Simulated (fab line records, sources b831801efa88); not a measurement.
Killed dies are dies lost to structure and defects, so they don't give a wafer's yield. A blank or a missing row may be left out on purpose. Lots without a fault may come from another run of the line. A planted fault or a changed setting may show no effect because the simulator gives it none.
fab line records | flow sky130
record lots=6 wafers=18 last_day=50
route steps=708 shown RES_PROTECT@209 POLY_GATE@213 PAD_OPEN@708
lots that met no fault: from a run of the same line without faults
start_h: hours from the record's first day to the start of the lot's first wafer shown | wait_h: hours since the lot's step before | " the same as in the row above | L1.1+2: a row that stands for several wafers | - no value, or no start given | * or withheld: withheld | < > ~ a bound
route shown NAME@n: a module of which the file shows steps, and the number in the route of the first | usual: mean/standard deviation of fault-free wafers | same: alike in all rows | chamber/n: place in a boat | sites: the reading at each site | _std_site: their standard deviation | _edge_site: outer sites' mean less inner sites' | radius_mm: how far each site lies from the wafer's centre | mask NAME#n: copy n | behind: the tool/chamber that last shaped the wafer | hold: why the lot was held/for how many hours/how that ended | device: the transistor (n, p or np) that didn't switch | end of line: the same wafers' tests at the end of the route | a step without rows: its recipe alone | killed: dies lost to structure and defects at the first sort, not the wafer's yield | map: a wafer's dies, x killed, . not, _ none there
set.NAME: the setting as run; set.NAME@STEP: as run at that earlier step | model.NAME: the simulator's own value behind a step, which no gauge read
lots at some steps of the route; a table a step, a row a wafer
services: from which hour (start_h, from the record's first day; less than 0 if before it) a tool's chamber was out of use, for how many hours, and why
## steps
# step SKY_RES_PROTECT_SOFTBAKE_03
# recipe temp_c=90 time_s=60 resist=NOVOLAK
# step SKY_RES_PROTECT_EXPOSE_04
# recipe mask_id=RPM na=0.6 source_shape=conventional sigma_outer=0.6 polarization=unpolarized target_cd_nm=1270 dose_mj=131
# step SKY_RES_PROTECT_PEB_05
# recipe temp_c=withheld time_s=* resist=NOVOLAK
# step SKY_RES_PROTECT_DEVELOP_06
# recipe resist=NOVOLAK developer=TMAH develop_time_s=60 dev_temp_c=23
# step SKY_POLY_GATE_IMPLANT_02
# recipe species=P energy_kev=30 dose_cm2=7.7e+15 tilt_deg=0
# step SKY_RES_PROTECT_STRIP_07
# recipe chemistry=O2/N2 power_w=1400 pressure_mtorr=1500 platen_temp_c=withheld o2_flow_sccm=3000 n2_flow_sccm=300 overash_fraction=0.5
# usual drypump_motor_current_A=5.8/0.42 oes_product_au=0.518/0.0047 strip_time_to_endpoint_s=23.30/0.04
# columns lot.wafer tool chamber start_h wait_h drypump_motor_current_A oes_product_au rf_hours_counter_h strip_time_to_endpoint_s
L672.1 plasma_asher-02 0 375.89 0.1 5.9 0.518 25 23.29
L672.4 " 0 " " 5.9 0.515 - 23.26
L672.5 " 0 " " 5.9 0.522 - 23.31
L675.1 plasma_asher-01 0 400.59 0.1 5.5 0.525 63 23.35
L675.3 " 1 " " 5.2 0.522 - 23.30
L675.5 " 1 " " 5.2 0.519 - 23.29
L684.2 plasma_asher-01 0 469.30 0.1 5.5 0.523 70 23.25
L684.3 " 1 " " 5.2 0.517 - 23.31
L684.4 " 0 " " 5.5 0.521 - 23.24
L686.1 plasma_asher-01 1 490.84 0.1 5.2 0.511 72 23.33
L686.2 " 0 " " 5.5 0.522 72 23.34
L686.6 " 1 " " 5.1 0.514 - 23.36
L687.3 plasma_asher-02 1 500.22 0.1 5.9 0.524 - 23.29
L687.4 " 0 " " 5.9 0.520 - 23.27
L687.5 " 0 " " 5.9 0.517 - 23.30
L692.1 plasma_asher-04 0 540.64 0.1 5.1 0.528 84 23.30
L692.2 " 1 " " 6.5 0.517 84 23.31
L692.6 " 0 " " 5.2 0.519 - 23.35
# step SKY_RES_PROTECT_TW_MEAS_08
# usual POLY_GATE_TW=4043/29
# columns lot.wafer tool chamber start_h wait_h POLY_GATE_TW
L672.1 film_metro-01 - 375.99 0.1 4029
L672.4 " - " " 4051
L672.5 " - " " 4041
L675.1 film_metro-01 - 400.69 0.1 4035
L675.3 " - " " 4043
L675.5 " - " " 4015
L684.2 film_metro-03 - 469.41 0.1 3989
L684.3 " - " " 3994
L684.4 " - " " 3997
L686.1 film_metro-04 - 490.94 0.1 4067
L686.2 " - " " 4068
L686.6 " - " " 4056
L687.3 film_metro-04 - 500.31 0.1 4067
L687.4 " - " " 4068
L687.5 " - " " 4081
L692.1 film_metro-01 - 540.74 0.1 4072
L692.2 " - " " 4053
L692.6 " - " " 4076
# step SKY_RES_PROTECT_CLEAN_09
# recipe chemistry=SC1/SC2 mix=1:4:20 temp_c=70 time_s=150 dry=n2_spin
# step SKY_POLY_GATE_CVD_03
# recipe material=Si3N4 precursor=DCS/NH3 target_thk_nm=75 temp_c=770 time_s=1290 pressure_mtorr=250
# step SKY_POLY_GATE_THK_MEAS_04
# recipe reads=Si3N4_of_POLY_GATE_CVD_03
# usual POLY_GATE_CVD_03_THK=75.1/0.72
# columns lot.wafer tool chamber start_h wait_h POLY_GATE_CVD_03_THK[nm]
L672.1 film_metro-04 - 377.46 0.0 74.3
L672.4 " - " " 73.5
L672.5 " - " " 74.3
L675.1 film_metro-02 - 402.63 0.0 76.3
L675.3 " - " " 76.2
L675.5 " - " " 76.1
L684.2 film_metro-02 - 470.88 0.0 74.7
L684.3 " - " " 75.5
L684.4 " - " " 75.1
L686.1 film_metro-03 - 493.09 0.0 75.4
L686.2 " - " " 76.1
L686.6 " - " " 75.1
L687.3 film_metro-03 - 501.78 0.0 75.7
L687.4 " - " " 75.2
L687.5 " - " " 75.1
L692.1 film_metro-03 - 542.65 0.0 74.6
L692.2 " - " " 74.6
L692.6 " - " " 75.2
# step SKY_POLY_GATE_DEHYDRATE_05
# recipe temp_c=200 time_s=60
# step SKY_POLY_GATE_HMDS_06
# recipe prime_time_s=60 prime_temp_c=120
# step SKY_POLY_GATE_COAT_07
# recipe resist=BARC temp_c=withheld time_s=withheld spin_rpm=3000 resist_thk_nm=110
# usual spin_speed_rpm=2999.8/2.2
# columns lot.wafer tool chamber start_h wait_h spin_speed_rpm model.BARC_of_POLY_GATE_COAT_07.thk_nm
L672.1 litho_track-01 0 391.66 0.1 3000.0 109.8
L672.4 " 0 " " 3002.2 109.7
L672.5 " 0 " " 2999.4 109.5
L675.1 litho_track-03 0 417.14 0.1 3000.3 110.3
L675.3 " 0 " " 3005.4 110.3
L675.5 " 0 " " 2999.7 110.2
L684.2 litho_track-03 0 485.76 0.1 3153.4 107.3
L684.3 " 0 " " 3146.3 107.4
L684.4 " 0 " " 3150.4 107.5
L686.1 litho_track-01 0 507.96 0.1 3000.2 110.3
L686.2 " 0 " " 3001.5 110.7
L686.6 " 0 " " 2999.8 110.6
L687.3 litho_track-03 0 516.99 0.1 3152.2 107.5
L687.4 " 0 " " 3149.4 107.6
L687.5 " 0 " " 3145.0 107.6
L692.1 litho_track-02 0 557.70 0.1 3001.7 109.8
L692.2 " 0 " " 3003.8 110.3
L692.6 " 0 " " 2998.7 110
# step SKY_POLY_GATE_COAT_08
# recipe resist=KrF-thick spin_rpm=3000 resist_thk_nm=450
# step SKY_POLY_GATE_SOFTBAKE_09
# recipe temp_c=100 time_s=90 resist=KrF-thick
# step SKY_POLY_GATE_EXPOSE_10
# recipe mask_id=P1M na=0.68 source_shape=conventional sigma_outer=0.6 target_cd_nm=150 dose_mj=28
# step SKY_POLY_GATE_PEB_11
# recipe peb_temp_c=withheld peb_time_s=withheld resist=KrF-thick
# step SKY_POLY_GATE_DEVELOP_12
# recipe develop_time_s=60 resist=KrF-thick dev_temp_c=21
# step SKY_POLY_GATE_CD_MEAS_13
# recipe target_cd_nm=150
# usual cd_nm=149.9/1.4
# columns lot.wafer tool chamber start_h wait_h cd_nm
L672.1 cd_sem-02 - 406.91 - 150.1
L672.4 " - " " 149.7
L672.5 " - " " 149.7
L675.1 cd_sem-01 - 432.96 - 148.1
L675.3 " - " " 149.5
L675.5 " - " " 151.6
L684.2 cd_sem-01 - 501.08 - 150.3
L684.3 " - " " 150.4
L684.4 " - " " 150.9
L686.1 cd_sem-02 - 523.51 - 149.3
L686.2 " - " " 147.8
L686.6 " - " " 150.3
L687.3 cd_sem-01 - 532.08 - 150.4
L687.4 " - " " 149.3
L687.5 " - " " 150.2
L692.1 cd_sem-01 - 572.65 - 152.2
L692.2 " - " " 153.7
L692.6 " - " " 152.9
# step SKY_POLY_GATE_OVL_MEAS_14
# usual POLY_GATE_OVL=-1/6
# columns lot.wafer tool chamber start_h wait_h POLY_GATE_OVL[nm]
L672.1 overlay-02 - 407.03 0.1 -2
L672.4 " - " " 7
L672.5 " - " " -1
L675.1 overlay-02 - 433.08 0.1 4
L675.3 " - " " 3
L675.5 " - " " 5
L684.2 overlay-02 - 501.19 0.1 0
L684.3 " - " " 2
L684.4 " - " " -3
L686.1 overlay-02 - 523.63 0.1 12
L686.2 " - " " 4
L686.6 " - " " 9
L687.3 overlay-02 - 532.17 0.1 -2
L687.4 " - " " -6
L687.5 " - " " -4
L692.1 overlay-02 - 572.77 0.1 -4
L692.2 " - " " 9
L692.6 " - " " 2
# step SKY_POLY_GATE_ETCH_15
# recipe chemistry=N2/H2 target=BARC ion_energy_ev=200 source_w=500 bias_w=100 pressure_mtorr=30 n2_flow_sccm=100 h2_flow_sccm=200 stop_on=SiO2 time_s=118.5 target_depth_a=1100
# usual drypump_motor_current_A=5.7/0.47 oes_product_au=0.717/0.0044 throttle_valve_pct=13.213/0.01
# columns lot.wafer tool chamber start_h wait_h drypump_motor_current_A oes_product_au rf_hours_counter_h throttle_valve_pct model.etch.depth_nm
L672.1 rie_diel-01 1 407.07 0.0 6.3 0.709 5 13.194 109.8
L672.4 " 0 " " 5.7 0.716 11 13.215 109.7
L672.5 " 2 " " 5.4 0.721 - 13.189 109.5
L675.1 rie_diel-01 3 433.12 0.0 5.3 0.710 2 13.193 110.3
L675.3 " 0 " " 5.7 0.713 12 13.207 110.3
L675.5 " 3 " " 5.3 0.718 - 13.206 110.2
L684.2 rie_diel-01 1 501.22 0.0 6.3 0.712 7 13.208 107.3
L684.3 " 2 " " 5.4 0.705 16 13.218 107.4
L684.4 " 3 " " 5.3 0.701 3 13.232 107.5
L686.1 rie_diel-01 2 523.67 0.0 5.4 0.719 17 13.202 110.3
L686.2 " 0 " " 5.7 0.715 13 13.215 110.7
L686.6 " 0 " " 5.7 0.717 - 13.201 110.6
L687.3 rie_diel-01 2 532.20 0.0 5.4 0.703 17 13.211 107.5
L687.4 " 1 " " 6.3 0.712 8 13.227 107.6
L687.5 " 0 " " 5.7 0.703 - 13.222 107.6
L692.1 rie_diel-02 0 572.81 0.0 5.3 0.716 18 13.219 109.8
L692.2 " 1 " " 6.6 0.718 77 13.194 110.3
L692.6 " 3 " " 5.3 0.718 - 13.219 110
# step SKY_POLY_GATE_ETCH_16
# recipe stop_on=poly-Si chemistry=CH3F/O2 target=Si3N4 source_w=400 bias_w=80 pressure_mtorr=25 ch3f_flow_sccm=40 O2_flow_sccm=30 time_s=147.5 target_depth_a=750
# usual drypump_motor_current_A=5.7/0.47 oes_product_au=0.640/0.0049 throttle_valve_pct=10.535/0.0086
# columns lot.wafer tool chamber start_h wait_h drypump_motor_current_A oes_product_au rf_hours_counter_h throttle_valve_pct
L672.1 rie_diel-01 1 407.15 0.0 6.3 0.640 5 10.540
L672.4 " 0 " " 5.7 0.632 11 10.536
L672.5 " 2 " " 5.4 0.637 - 10.538
L675.1 rie_diel-01 3 433.20 0.0 5.3 0.642 2 10.540
L675.3 " 0 " " 5.7 0.650 12 10.541
L675.5 " 3 " " 5.3 0.639 - 10.529
L684.2 rie_diel-01 1 501.30 0.0 6.3 0.641 7 10.534
L684.3 " 2 " " 5.4 0.644 16 10.550
L684.4 " 3 " " 5.3 0.644 3 10.538
L686.1 rie_diel-01 2 523.75 0.0 5.4 0.650 17 10.530
L686.2 " 0 " " 5.7 0.640 13 10.538
L686.6 " 0 " " 5.7 0.640 - 10.528
L687.3 rie_diel-01 2 532.28 0.0 5.4 0.645 17 10.534
L687.4 " 1 " " 6.3 0.638 8 10.528
L687.5 " 0 " " 5.7 0.643 - 10.527
L692.1 rie_diel-02 0 572.89 0.0 5.2 0.634 18 10.536
L692.2 " 1 " " 6.6 0.642 77 10.526
L692.6 " 3 " " 5.3 0.644 - 10.544
# step SKY_PAD_OPEN_PROBE_99
# usual killed_at_M0_to_M3=43/6.8 killed_at_M4_up=3.1/1.6 killed_at_contacts=24/5.4 killed_at_front_end=16/4.4 killed_at_other=0.2/0.48 killed_dies=87/8.8 killed_open=48/6.4 killed_short=39/6.2
# same gross_dies=492 killed_at_back_side=0
# columns lot.wafer tool chamber start_h wait_h killed_at_M0_to_M3 killed_at_M4_up killed_at_contacts killed_at_front_end killed_at_other killed_dies killed_open killed_short
L687.3 prober-01 - 1178.74 0.2 37 4 26 16 0 83 51 32
L687.4 prober-01 - 1178.79 0.2 48 4 21 8 0 81 49 32
L687.5 prober-01 - 1178.84 0.2 44 2 24 14 0 84 44 40
L692.1 prober-02 - 1202.14 0.1 34 7 27 17 0 85 41 44
L692.2 prober-02 - 1202.19 0.1 44 4 24 15 0 87 48 39
L692.6 prober-02 - 1202.39 0.2 42 3 22 17 1 85 45 40
# killed by level:class
L687.3 CONTACT:geometric_particle:open=11 CONTACT:geometric_particle:short=8 VIA2:geometric_particle:open=7 VIA1:geometric_particle:open=7 FIELD_ISO:geometric_particle:open=6 VIA3:geometric_particle:open=6 METAL1:geometric_particle:short=5 LOCAL_INTERCONNECT:geometric_particle:short=4
L687.4 VIA1:geometric_particle:open=13 CONTACT:geometric_particle:open=12 VIA2:geometric_particle:open=9 METAL1:geometric_particle:short=6 VIA3:geometric_particle:open=4 METAL4:geometric_particle:short=4 LOCAL_INTERCONNECT:geometric_particle:short=3 POLY_GATE:geometric_particle:open=3
L687.5 VIA1:geometric_particle:open=12 CONTACT:geometric_particle:open=11 LOCAL_INTERCONNECT:geometric_particle:short=5 METAL2:geometric_particle:short=5 FIELD_ISO:geometric_particle:short=4 LI_CONTACT:geometric_particle:open=4 METAL1:geometric_particle:short=4 VIA1:geometric_particle:short=4
L692.1 LI_CONTACT:geometric_particle:open=7 CONTACT:geometric_particle:open=7 VIA1:geometric_particle:open=6 METAL2:geometric_particle:short=6 POLY_GATE:geometric_particle:short=5 LI_CONTACT:geometric_particle:short=5 CONTACT:geometric_particle:short=5 METAL1:geometric_particle:short=5
L692.2 CONTACT:geometric_particle:open=11 VIA1:geometric_particle:open=10 METAL1:geometric_particle:short=6 VIA2:geometric_particle:open=6 VIA3:geometric_particle:open=5 LI_CONTACT:geometric_particle:short=4 CONTACT:geometric_particle:short=4 VIA1:geometric_particle:short=4
L692.6 METAL2:geometric_particle:short=11 VIA1:geometric_particle:open=9 LI_CONTACT:geometric_particle:open=8 CONTACT:geometric_particle:open=8 FIELD_ISO:geometric_particle:open=7 METAL1:geometric_particle:short=6 FIELD_ISO:geometric_particle:short=5 VIA1:geometric_particle:short=4
## services
# columns tool chamber start_h hours kind
rie_diel-02 3 362.50 19.1 repair
plasma_asher-01 - 374.71 0.4 repair
plasma_asher-02 - 378.76 2.0 repair
rie_diel-02 0 389.58 13.8 repair
rie_diel-02 1 392.86 4.8 repair
rie_diel-02 2 397.48 2.0 repair
plasma_asher-02 - 457.38 2.8 pm
rie_diel-02 - 483.78 0.1 repair
rie_diel-01 - 490.77 10.3 repair
rie_diel-02 2 498.00 2.7 repair
rie_diel-02 2 507.29 11.3 repair
rie_diel-02 1 561.00 2.2 repair
plasma_asher-04 - 563.14 1.4 repair
rie_diel-02 2 568.67 - clean
rie_diel-02 2 568.67 20.5 scheduled_down
rie_diel-02 2 568.67 20.5 vent_cycle
## key
first_sign step=SKY_POLY_GATE_COAT_07 reading=spin_speed_rpm direction=up sigmas=68 usual=2999.8 struck=3149.5
effect none on later readings
model_effect step=SKY_POLY_GATE_COAT_07 value=BARC_of_POLY_GATE_COAT_07.thk_nm without=110.1 struck=107.5
model_effect step=SKY_POLY_GATE_ETCH_15 value=etch.depth_nm without=110.1 struck=107.5
met_at SKY_POLY_GATE_COAT_07
struck_wafers L684.2,L684.3,L684.4,L687.3,L687.4,L687.5
tester_left_out L684,L687
onset_between 417.14 485.76
fault kind=process_parameter_drift tool=litho_track-03 chamber=- onset_h=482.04 steps=SKY_POLY_GATE_COAT_07 channel=spin_rpm offset=149.62 shape=step end_h=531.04 acts_in=these_recipes_only stated=3000
# tester_left_out: of these lots the tester's yield and bins aren't shown, on N5 and GAA mostly nor the transistor test; their killed dies are dies lost to structure and defects alone, not to doping, threshold or leakage, so they don't give the yield
